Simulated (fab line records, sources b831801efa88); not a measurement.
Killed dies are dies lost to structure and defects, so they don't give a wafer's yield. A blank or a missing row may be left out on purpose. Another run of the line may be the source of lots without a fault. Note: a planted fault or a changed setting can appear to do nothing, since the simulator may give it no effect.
Chamber matching | flow gf180mcu | 4 sister chambers for GF_V2_CMP_04 on cmp-02
The step polishes SiO2. 16 wafers are shown with their chamber, then 7 later ones without.

== WAFERS WITH THEIR CHAMBER ==
wafer  | chamber | motorCurrentA (A) | timeToEndpointS (s)
L775.4 | 3       | 14.3              | 74
L775.5 | 1       | 12.0              | 77
L775.6 | 2       | 12.4              | 73
L777.2 | 1       | 12.4              | 70
L777.3 | 2       | 11.8              | 82
L777.6 | 0       | 14.8              | 93
L778.1 | 2       | 12.1              | 76
L778.3 | 1       | 12.6              | 68
L778.5 | 1       | 13.1              | 77
L792.3 | 2       | 11.7              | 76
L792.4 | 3       | 14.4              | 78
L792.5 | 2       | 11.9              | 83
L793.2 | 0       | 15.0              | 85
L793.5 | 0       | 15.1              | 85
L794.1 | 2       | 11.4              | 81
L794.2 | 1       | 12.6              | 73

SIGNATURES (averages over the wafers above)
reading         | chamber 0 | chamber 1 | chamber 2 | chamber 3 | scatter within a chamber
motorCurrentA   | 14.967    | 12.540    | 11.883    | 14.350    | 0.326
timeToEndpointS | 87.67     | 73.00     | 78.50     | 76.00     | 4.06
Rule: a wafer's distance from a chamber is the root of the sum, over the readings, of the square of ((its reading less the chamber's mean) divided by the reading's scatter). If the next closest chamber is less than 2 further off than the closest, the wafer can't be placed; otherwise it belongs to the closest. The scatter: the root of (the sum of the squares of (reading less its chamber's mean) over the shown wafers, divided by (wafers less chambers)).

== WAFERS WHOSE CHAMBER IS MISSING ==
wafer  | motorCurrentA (A) | timeToEndpointS (s)
L794.4 | 14.2              | 77
L796.1 | 13.0              | 74
L796.3 | 13.9              | 72
L796.5 | 12.2              | 85
L798.3 | 13.6              | 92
L798.4 | 12.8              | 74
L798.5 | 14.1              | 88

== EACH ONE'S CHAMBER ==
wafer  | from the rows above               | in truth
L794.4 | 3                                 | 3
L796.1 | 1                                 | 1
L796.3 | 3                                 | 3
L796.5 | can't be placed: 2 or 1           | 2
L798.3 | can't be placed: 0 or 3 or 1 or 2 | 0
L798.4 | 1                                 | 1
L798.5 | can't be placed: 0 or 3           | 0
Placed correctly: 4 of 7. Unplaceable from these rows: 3, with the true chamber sitting among the candidates in 3. Number placed wrongly: 0.
